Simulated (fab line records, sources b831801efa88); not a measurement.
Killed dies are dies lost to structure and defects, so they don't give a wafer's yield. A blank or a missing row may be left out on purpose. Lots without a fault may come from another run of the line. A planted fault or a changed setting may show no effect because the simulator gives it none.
fab line records | flow sky130 | part 1 of 2: steps 1 to 26 of 36
record lots=5 wafers=15 last_day=50
route steps=708 shown VIA3@581 METAL4@598 CAP2M@603
lots that met no fault: from a run of the same line without faults
start_h: hours from the record's first day to the start of the lot's first wafer shown | wait_h: hours since the lot's step before | " the same as in the row above | L1.1+2: a row that stands for several wafers | - no value, or no start given | * or withheld: withheld | < > ~ a bound
route shown NAME@n: a module of which the file shows steps, and the number in the route of the first | usual: mean/standard deviation of fault-free wafers | same: alike in all rows | chamber/n: place in a boat | sites: the reading at each site | _std_site: their standard deviation | _edge_site: outer sites' mean less inner sites' | radius_mm: how far each site lies from the wafer's centre | mask NAME#n: copy n | behind: the tool/chamber that last shaped the wafer | hold: why the lot was held/for how many hours/how that ended | device: the transistor (n, p or np) that didn't switch | end of line: the same wafers' tests at the end of the route | a step without rows: its recipe alone | killed: dies lost to structure and defects at the first sort, not the wafer's yield | map: a wafer's dies, x killed, . not, _ none there
set.NAME: the setting as run; set.NAME@STEP: as run at that earlier step | model.NAME: the simulator's own value behind a step, which no gauge read
lots at some steps of the route; a table a step, a row a wafer
services: from which hour (start_h, from the record's first day; less than 0 if before it) a tool's chamber was out of use, for how many hours, and why
## steps
# step SKY_VIA3_SOFTBAKE_08
# recipe temp_c=100 time_s=90 resist=KrF-thick
# usual heater_power_total_W=57.34/0.11 plate_temp_C=99.98/0.13
# columns lot.wafer tool chamber start_h wait_h heater_power_total_W plate_temp_C
L074.1 litho_track-02 0 - - 57.46 100.10
L074.2 " 0 " " 57.38 99.84
L074.5 " 0 " " 57.40 100.06
L076.2 litho_track-04 0 - - 57.29 99.88
L076.3 " 0 " " 57.18 99.76
L076.5 " 0 " " 57.58 99.89
L084.3 litho_track-02 0 - - 57.29 100.05
L084.4 " 0 " " 57.43 100.19
L084.5 " 0 " " 57.34 100.07
L089.1 litho_track-01 0 - - 57.42 99.85
L089.4 " 0 " " 57.46 100.20
L089.5 " 0 " " 57.22 100.06
L095.1 litho_track-01 0 - - 57.35 99.85
L095.4 " 0 " " 57.45 99.74
L095.6 " 0 " " 57.22 99.88
# step SKY_VIA3_EXPOSE_09
# recipe mask_id=VIM3 na=0.8 source_shape=annular sigma_inner=0.55 sigma_outer=0.85 target_cd_nm=200 dose_mj=38
# same sigma_inner=0.55 sigma_outer=0.85
# columns lot.wafer tool chamber start_h wait_h mask
L074.1+2+5 krf_scanner-02 0 - - VIM3#0
L076.2+3+5 krf_scanner-01 0 - - VIM3#0
L084.3+4+5 krf_scanner-01 0 - - VIM3#0
L089.1+4+5 krf_scanner-02 0 - - VIM3#0
L095.1+4+6 krf_scanner-02 0 - - VIM3#0
# step SKY_VIA3_PEB_10
# recipe peb_temp_c=withheld peb_time_s=withheld resist=KrF-thick
# columns lot.wafer tool chamber start_h wait_h
L074.1+2+5 litho_track-02 0 - -
L076.2+3+5 litho_track-02 0 - -
L084.3+4+5 litho_track-02 0 - -
L089.1+4+5 litho_track-04 0 - -
L095.1+4+6 litho_track-04 0 - -
# step SKY_VIA3_DEVELOP_11
# recipe develop_time_s=60 resist=KrF-thick dev_temp_c=21
# usual developer_temp_C=20.99/0.11
# columns lot.wafer tool chamber start_h wait_h developer_temp_C
L074.1 litho_track-02 0 - - 21.05
L074.2 " 0 " " 21.24
L074.5 " 0 " " 21.11
L076.2 litho_track-02 0 - - 20.95
L076.3 " 0 " " 21.13
L076.5 " 0 " " 21.06
L084.3 litho_track-02 0 - - 20.82
L084.4 " 0 " " 21.01
L084.5 " 0 " " 20.90
L089.1 litho_track-04 0 - - 21.17
L089.4 " 0 " " 21.04
L089.5 " 0 " " 21.15
L095.1 litho_track-04 0 - - 21.17
L095.4 " 0 " " 21.18
L095.6 " 0 " " 21.07
# step SKY_VIA3_CD_MEAS_12
# recipe target_cd_nm=200
# usual cd_nm=199.5/1.3
# columns lot.wafer tool chamber start_h wait_h cd_nm
L074.1 cd_sem-02 - 940.58 - 199.5
L074.2 " - " " 199.9
L074.5 " - " " 200.4
L076.2 cd_sem-02 - 944.75 - 199.8
L076.3 " - " " 200.2
L076.5 " - " " 200.8
L084.3 cd_sem-01 - 1000.97 - 201.2
L084.4 " - " " 200.7
L084.5 " - " " 201.2
L089.1 cd_sem-02 - 1029.87 - 199.2
L089.4 " - " " 198.7
L089.5 " - " " 198.1
L095.1 cd_sem-01 - 1066.82 - 199.1
L095.4 " - " " 199.6
L095.6 " - " " 199.7
# step SKY_VIA3_OVL_MEAS_13
# usual VIA3_OVL=-1/5.6
# columns lot.wafer tool chamber start_h wait_h VIA3_OVL[nm]
L074.1 overlay-01 - 940.70 0.1 6
L074.2 " - " " -1
L074.5 " - " " 3
L076.2 overlay-02 - 944.86 0.1 4
L076.3 " - " " -2
L076.5 " - " " -3
L084.3 overlay-02 - 1001.06 0.1 7
L084.4 " - " " 11
L084.5 " - " " 8
L089.1 overlay-01 - 1029.99 0.1 -3
L089.4 " - " " 1
L089.5 " - " " -2
L095.1 overlay-02 - 1066.94 0.1 -12
L095.4 " - " " -5
L095.6 " - " " -8
# step SKY_VIA3_ETCH_14
# recipe chemistry=N2/H2 target=BARC ion_energy_ev=200 source_w=500 bias_w=100 pressure_mtorr=30 n2_flow_sccm=100 h2_flow_sccm=200 stop_on=SiO2 time_s=45.9 target_depth_a=600
# usual drypump_motor_current_A=5.7/0.52 oes_product_au=0.855/0.0048 throttle_valve_pct=13.223/0.0085
# columns lot.wafer tool chamber start_h wait_h drypump_motor_current_A oes_product_au rf_hours_counter_h throttle_valve_pct
L074.1 rie_diel-03 3 940.74 0.0 5.1 0.849 10 13.229
L074.2 " 1 " " 5.8 0.861 20 13.235
L074.5 " 2 " " 5.1 0.851 - 13.221
L076.2 rie_diel-03 3 944.89 0.0 5.1 0.856 10 13.215
L076.3 " 1 " " 5.8 0.867 20 13.224
L076.5 " 2 " " 5.1 0.857 - 13.239
L084.3 rie_diel-03 2 1001.09 0.0 5.1 0.853 5 13.203
L084.4 " 0 " " 5.7 0.848 26 13.220
L084.5 " 1 " " 5.8 0.852 - 13.230
L089.1 rie_diel-03 3 1030.02 0.0 5.1 0.855 13 13.214
L089.4 " 0 " " 5.7 0.851 27 13.221
L089.5 " 1 " " 5.8 0.847 - 13.233
L095.1 rie_diel-04 1 1066.97 0.0 5.5 0.852 23 13.218
L095.4 " 2 " " 5.6 0.853 15 13.218
L095.6 " 3 " " 6.7 0.862 - 13.233
# step SKY_VIA3_ETCH_15
# recipe target=SiO2 chemistry=C4F8/O2/Ar target_depth_nm=507 stop_on=TiN mask_material=KrF-thick source_w=1500 bias_w=1200 pressure_mtorr=40 c4f8_flow_sccm=withheld O2_flow_sccm=6 Ar_flow_sccm=300 time_s=78
# usual oes_product_au=0.945/0.0046
# columns lot.wafer tool chamber start_h wait_h oes_product_au
L074.1 rie_diel-03 3 940.78 0.0 0.940
L074.2 " 1 " " 0.940
L074.5 " 2 " " 0.957
L076.2 rie_diel-03 3 944.93 0.0 0.934
L076.3 " 1 " " 0.945
L076.5 " 2 " " 0.944
L084.3 rie_diel-03 2 1001.13 0.0 0.940
L084.4 " 0 " " 0.946
L084.5 " 1 " " 0.944
L089.1 rie_diel-03 3 1030.07 0.0 0.947
L089.4 " 0 " " 0.944
L089.5 " 1 " " 0.949
L095.1 rie_diel-04 1 1067.02 0.0 0.945
L095.4 " 2 " " 0.945
L095.6 " 3 " " 0.942
# step SKY_VIA3_STRIP_16
# recipe chemistry=O2/N2 power_w=1400 pressure_mtorr=1500 platen_temp_c=withheld o2_flow_sccm=3000 n2_flow_sccm=300 overash_fraction=0.5
# usual drypump_motor_current_A=5.4/0.45 oes_product_au=0.403/0.0051 strip_time_to_endpoint_s=4.141/0.024
# columns lot.wafer tool chamber start_h wait_h drypump_motor_current_A oes_product_au rf_hours_counter_h strip_time_to_endpoint_s
L074.1 plasma_asher-01 1 940.84 0.0 4.7 0.400 20 4.138
L074.2 " 0 " " 5.8 0.401 20 4.136
L074.5 " 1 " " 4.7 0.404 - 4.126
L076.2 plasma_asher-03 0 944.99 0.0 5.2 0.400 51 4.115
L076.3 " 0 " " 5.2 0.412 - 4.101
L076.5 " 1 " " 5.2 0.389 - 4.128
L084.3 plasma_asher-03 1 1001.22 0.1 5.2 0.398 - 4.121
L084.4 " 0 " " 5.2 0.406 - 4.154
L084.5 " 0 " " 5.2 0.390 - 4.094
L089.1 plasma_asher-01 1 1030.13 0.0 4.7 0.405 29 4.187
L089.4 " 1 " " 4.7 0.403 - 4.162
L089.5 " 1 " " 4.7 0.399 - 4.170
L095.1 plasma_asher-03 0 1067.08 0.0 5.2 0.406 63 4.130
L095.4 " 1 " " 5.2 0.401 - 4.164
L095.6 " 1 " " 5.2 0.395 - 4.185
# step SKY_VIA3_STRIP_17
# recipe chemistry=post_etch_residue_remover time_s=1200 temp_c=72.5
# columns lot.wafer tool chamber start_h wait_h
L074.1+2+5 wet_bench-03 3 940.94 0.1
L076.2+3+5 wet_bench-04 0 945.09 0.1
L084.3+4+5 wet_bench-04 2 1001.29 0.0
L089.1+4+5 wet_bench-02 2 1030.23 0.1
L095.1+4+6 wet_bench-02 3 1067.18 0.1
# step SKY_VIA3_CLEAN_18
# recipe chemistry=IPA time_s=180 temp_c=25
# columns lot.wafer tool chamber start_h wait_h
L074.1+2+5 wet_bench-02 3 941.28 0.0
L076.2+3+5 wet_bench-02 0 945.43 0.0
L084.3+4+5 wet_bench-03 0 1001.63 0.0
L089.1+4+5 wet_bench-03 3 1030.57 0.0
L095.1+4+6 wet_bench-03 3 1067.52 0.0
# step SKY_VIA3_CLEAN_19
# recipe chemistry=O3/DIW dry=n2_spin
# columns lot.wafer tool chamber start_h wait_h
L074.1+2+5 wet_bench-04 1 941.34 0.0
L076.2+3+5 wet_bench-04 1 945.49 0.0
L084.3+4+5 wet_bench-04 1 1001.69 0.0
L089.1+4+5 wet_bench-04 2 1030.63 0.0
L095.1+4+6 wet_bench-02 2 1067.58 0.0
# step SKY_VIA3_SPUTTER_20
# recipe material=TiN target_thk_nm=20 chamber_pressure_pa=5 power_w=4000 time_s=80
# usual throttle_valve_pct=29.6/1.4
# columns lot.wafer tool chamber start_h wait_h throttle_valve_pct
L074.1 pvd_sputter-01 - 941.43 0.0 28.3
L074.2 " - " " 29.8
L074.5 " - " " 29.8
L076.2 pvd_sputter-03 - 945.58 0.0 30.7
L076.3 " - " " 29.7
L076.5 " - " " 30.9
L084.3 pvd_sputter-01 - 1001.78 0.0 29.1
L084.4 " - " " 28.3
L084.5 " - " " 28.2
L089.1 pvd_sputter-01 - 1030.72 0.0 29.8
L089.4 " - " " 28.3
L089.5 " - " " 28.4
L095.1 pvd_sputter-03 - 1067.67 0.0 28.9
L095.4 " - " " 29.7
L095.6 " - " " 29.3
# step SKY_VIA3_CVD_21
# recipe material=W target_thk_nm=390 time_s=117.31 temp_c=400 pressure_torr=40
# usual heater_power_w=778/67
# columns lot.wafer tool chamber start_h wait_h heater_power_w
L074.1 cvd_w-01 0 941.49 0.0 769
L074.2 " 1 " " 851
L074.5 " 1 " " 834
L076.2 cvd_w-01 1 945.64 0.0 867
L076.3 " 1 " " 852
L076.5 " 1 " " 818
L084.3 cvd_w-02 1 1001.88 0.1 828
L084.4 " 0 " " 664
L084.5 " 0 " " 675
L089.1 cvd_w-02 1 1030.78 0.0 834
L089.4 " 1 " " 818
L089.5 " 0 " " 697
L095.1 cvd_w-02 1 1067.73 0.0 837
L095.4 " 1 " " 826
L095.6 " 1 " " 829
# step SKY_VIA3_RS_MEAS_22
# recipe thk_meas_gauge=four-point-probe reads=W_of_VIA3_CVD_21+TiN_of_VIA3_SPUTTER_20
# usual VIA3_W_RS=0.2957/0.003
# columns lot.wafer tool chamber start_h wait_h VIA3_W_RS[ohm/sq]
L074.1 film_metro-02 - 941.62 0.1 0.3011
L074.2 " - " " 0.2998
L074.5 " - " " 0.3024
L076.2 film_metro-03 - 945.79 0.1 0.2958
L076.3 " - " " 0.3012
L076.5 " - " " 0.3000
L084.3 film_metro-03 - 1002.01 0.1 0.2923
L084.4 " - " " 0.2969
L084.5 " - " " 0.2963
L089.1 film_metro-03 - 1030.90 0.1 0.2930
L089.4 " - " " 0.2907
L089.5 " - " " 0.2980
L095.1 film_metro-03 - 1067.86 0.1 0.2941
L095.4 " - " " 0.2999
L095.6 " - " " 0.2951
# step SKY_VIA3_THK_MEAS_23
# recipe thk_meas_gauge=xrf reads=W_of_VIA3_CVD_21
# usual VIA3_W_THK=405/7.3
# columns lot.wafer tool chamber start_h wait_h VIA3_W_THK[nm]
L074.1 film_metro-02 - 941.74 0.1 387
L074.2 " - " " 389
L074.5 " - " " 384
L076.2 film_metro-03 - 945.90 0.1 409
L076.3 " - " " 402
L076.5 " - " " 404
L084.3 film_metro-03 - 1002.11 0.1 409
L084.4 " - " " 401
L084.5 " - " " 402
L089.1 film_metro-03 - 1031.02 0.1 410
L089.4 " - " " 416
L089.5 " - " " 404
L095.1 film_metro-03 - 1067.98 0.1 411
L095.4 " - " " 404
L095.6 " - " " 410
# step SKY_VIA3_CMP_24
# recipe stop_on=SiO2 t_overpolish_s=20 down_force_psi=3.5 platen_rpm=60 target_thk_nm=0 pad_velocity_m_s=0.94248
# usual head_pressure_psi=3.500/0.0074 motor_current_A=11.5/1.2 overpolish_run_s=20.001/0.0081 platen_rpm=59.99/0.037 time_to_endpoint_s=92/3.7
# columns lot.wafer tool chamber start_h wait_h head_pressure_psi motor_current_A overpolish_run_s platen_rpm time_to_endpoint_s
L074.1 cmp-01 1 941.80 0.1 3.502 10.9 20.004 59.97 85
L074.2 " 3 " " 3.501 10.3 20.007 59.99 95
L074.5 " 1 " " 3.501 10.8 20.013 60.00 87
L076.2 cmp-01 1 945.95 0.0 3.493 11.6 20.005 59.87 84
L076.3 " 3 " " 3.502 10.5 19.992 60.01 92
L076.5 " 1 " " 3.497 11.4 20.005 60.01 84
L084.4 cmp-01 1 1002.15 0.0 3.503 11.0 19.997 59.98 85
L084.3 " 0 " " 3.493 11.2 20.002 60.00 93
L084.5 " 2 " " 3.487 12.8 20.012 59.99 89
L089.4 cmp-01 3 1031.08 0.0 3.511 10.9 20.004 59.99 93
L089.1 " 2 " " 3.492 12.1 20.003 59.93 91
L089.5 " 0 " " 3.492 11.5 20.010 60.00 86
L095.4 cmp-02 2 1068.22 0.2 3.508 10.7 19.999 60.00 95
L095.1 " 0 " " 3.501 11.6 20.002 60.01 96
L095.6 " 1 " " 3.480 14.1 20.008 60.02 93
# step SKY_METAL4_SPUTTER_00
# recipe material=Ti target_thk_nm=15 power_w=3000 time_s=10 chamber_pressure_pa=0.4
# usual throttle_valve_pct=29.6/1.6
# columns lot.wafer tool chamber start_h wait_h throttle_valve_pct
L074.1 pvd_sputter-01 - 942.10 0.2 28.2
L074.2 " - " " 28.5
L074.5 " - " " 28.7
L076.2 pvd_sputter-01 - 946.25 0.2 29.8
L076.3 " - " " 28.9
L076.5 " - " " 28.4
L084.3 pvd_sputter-02 - 1002.45 0.1 29.3
L084.4 " - " " 31.4
L084.5 " - " " 30.3
L089.1 pvd_sputter-04 - 1031.38 0.1 28.9
L089.4 " - " " 30.8
L089.5 " - " " 30.5
L095.1 pvd_sputter-01 - 1068.47 0.1 29.6
L095.4 " - " " 28.4
L095.6 " - " " 28.3
# step SKY_METAL4_SPUTTER_01
# recipe material=TiN target_thk_nm=20 power_w=6500 time_s=16.7 chamber_pressure_pa=0.4
# usual throttle_valve_pct=29.6/1.7
# columns lot.wafer tool chamber start_h wait_h throttle_valve_pct
L074.1 pvd_sputter-01 - 942.12 0.0 28.7
L074.2 " - " " 28.3
L074.5 " - " " 28.2
L076.2 pvd_sputter-01 - 946.27 0.0 29.5
L076.3 " - " " 29.1
L076.5 " - " " 28.4
L084.3 pvd_sputter-02 - 1002.47 0.0 29.4
L084.4 " - " " 31.7
L084.5 " - " " 30.4
L089.1 pvd_sputter-04 - 1031.40 0.0 29.2
L089.4 " - " " 30.6
L089.5 " - " " 30.8
L095.1 pvd_sputter-01 - 1068.49 0.0 29.7
L095.4 " - " " 28.7
L095.6 " - " " 28.3
# step SKY_METAL4_SPUTTER_02
# recipe material=AlCu target_thk_nm=735 power_w=10600 time_s=39.1 chamber_pressure_pa=0.4
# usual throttle_valve_pct=29.6/1.7
# columns lot.wafer tool chamber start_h wait_h throttle_valve_pct
L074.1 pvd_sputter-01 - 942.15 0.0 28.6
L074.2 " - " " 28.2
L074.5 " - " " 28.3
L076.2 pvd_sputter-01 - 946.29 0.0 29.8
L076.3 " - " " 29.3
L076.5 " - " " 28.5
L084.3 pvd_sputter-02 - 1002.49 0.0 29.2
L084.4 " - " " 31.3
L084.5 " - " " 30.4
L089.1 pvd_sputter-04 - 1031.43 0.0 29.0
L089.4 " - " " 30.8
L089.5 " - " " 30.8
L095.1 pvd_sputter-01 - 1068.52 0.0 29.7
L095.4 " - " " 28.3
L095.6 " - " " 28.4
# step SKY_METAL4_SPUTTER_03
# recipe material=Ti target_thk_nm=5 power_w=3000 time_s=3.3 chamber_pressure_pa=0.4
# usual throttle_valve_pct=29.6/1.7
# columns lot.wafer tool chamber start_h wait_h throttle_valve_pct
L074.1 pvd_sputter-01 - 942.19 0.0 28.5
L074.2 " - " " 28.5
L074.5 " - " " 28.5
L076.2 pvd_sputter-01 - 946.33 0.0 29.6
L076.3 " - " " 28.8
L076.5 " - " " 28.6
L084.3 pvd_sputter-02 - 1002.53 0.0 29.4
L084.4 " - " " 31.8
L084.5 " - " " 30.4
L089.1 pvd_sputter-04 - 1031.47 0.0 28.7
L089.4 " - " " 30.6
L089.5 " - " " 30.5
L095.1 pvd_sputter-01 - 1068.56 0.0 29.8
L095.4 " - " " 28.4
L095.6 " - " " 28.3
# step SKY_METAL4_SPUTTER_04
# recipe material=TiN target_thk_nm=70 power_w=6500 time_s=58.3 chamber_pressure_pa=0.4
# usual throttle_valve_pct=29.6/1.7
# columns lot.wafer tool chamber start_h wait_h throttle_valve_pct
L074.1 pvd_sputter-01 - 942.21 0.0 28.3
L074.2 " - " " 28.2
L074.5 " - " " 28.7
L076.2 pvd_sputter-01 - 946.35 0.0 29.9
L076.3 " - " " 29.1
L076.5 " - " " 28.3
L084.3 pvd_sputter-02 - 1002.55 0.0 29.4
L084.4 " - " " 31.6
L084.5 " - " " 30.4
L089.1 pvd_sputter-04 - 1031.49 0.0 29.0
L089.4 " - " " 30.6
L089.5 " - " " 30.9
L095.1 pvd_sputter-01 - 1068.58 0.0 29.6
L095.4 " - " " 28.4
L095.6 " - " " 28.0
# step SKY_CAP2M_CVD_00
# recipe material=SiO2 target_thk_nm=15.5 temp_c=400 time_s=withheld rf_w=450
# usual heater_power_w=730/110
# columns lot.wafer tool chamber start_h wait_h heater_power_w
L074.1 pecvd-01 1 942.26 0.0 632
L074.2 " 0 " " 759
L074.5 " 2 " " 792
L076.2 pecvd-01 1 946.40 0.0 718
L076.3 " 2 " " 741
L076.5 " 0 " " 921
L084.3 pecvd-01 0 1002.61 0.0 739
L084.4 " 2 " " 744
L084.5 " 0 " " 748
L089.1 pecvd-03 1 1031.54 0.0 635
L089.4 " 0 " " 638
L089.5 " 2 " " 637
L095.1 pecvd-01 2 1068.63 0.0 790
L095.4 " 1 " " 719
L095.6 " 0 " " 747
# step SKY_CAP2M_THK_MEAS_01
# recipe reads=SiO2_of_CAP2M_CVD_00
# usual CAP2M_CVD_00_THK=15.48/0.22
# columns lot.wafer tool chamber start_h wait_h CAP2M_CVD_00_THK[nm]
L074.1 film_metro-02 - 942.32 - 15.50
L074.2 " - " " 15.44
L074.5 " - " " 15.53
L076.2 film_metro-02 - 946.43 - 15.48
L076.3 " - " " 15.11
L076.5 " - " " 15.59
L084.3 film_metro-03 - 1002.65 - 15.47
L084.4 " - " " 15.45
L084.5 " - " " 15.48
L089.1 film_metro-04 - 1031.56 - 15.22
L089.4 " - " " 15.32
L089.5 " - " " 15.52
L095.1 film_metro-04 - 1068.65 - 15.49
L095.4 " - " " 15.58
L095.6 " - " " 15.81
# step SKY_CAP2M_SPUTTER_02
# recipe material=TiN target_thk_nm=200 temp_c=300 power_w=6500 time_s=166.7 chamber_pressure_pa=0.4
# usual throttle_valve_pct=29.2/1.1
# columns lot.wafer tool chamber start_h wait_h throttle_valve_pct
L074.1 pvd_sputter-03 - 942.38 0.1 30.8
L074.2 " - " " 29.7
L074.5 " - " " 28.5
L076.2 pvd_sputter-02 - 946.48 0.0 30.4
L076.3 " - " " 29.2
L076.5 " - " " 27.0
L084.3 pvd_sputter-01 - 1002.69 0.0 28.3
L084.4 " - " " 28.4
L084.5 " - " " 28.8
L089.1 pvd_sputter-03 - 1031.62 0.1 29.6
L089.4 " - " " 28.2
L089.5 " - " " 29.2
L095.1 pvd_sputter-03 - 1068.71 0.1 30.6
L095.4 " - " " 29.1
L095.6 " - " " 28.5
# step SKY_CAP2M_RS_MEAS_03
# recipe thk_meas_gauge=four-point-probe reads=TiN_of_CAP2M_SPUTTER_02
# usual CAP2M_TIN_RS=6.90/0.074
# columns lot.wafer tool chamber start_h wait_h CAP2M_TIN_RS[ohm/sq]
L074.1 film_metro-04 - 942.49 0.1 6.97
L074.2 " - " " 7.01
L074.5 " - " " 6.98
L076.2 film_metro-02 - 946.61 0.1 6.88
L076.3 " - " " 6.90
L076.5 " - " " 7.07
L084.3 film_metro-02 - 1002.84 0.1 6.93
L084.4 " - " " 6.89
L084.5 " - " " 6.96
L089.1 film_metro-03 - 1031.73 0.1 6.86
L089.4 " - " " 6.79
L089.5 " - " " 6.83
L095.1 film_metro-04 - 1068.82 0.1 6.82
L095.4 " - " " 6.79
L095.6 " - " " 6.88
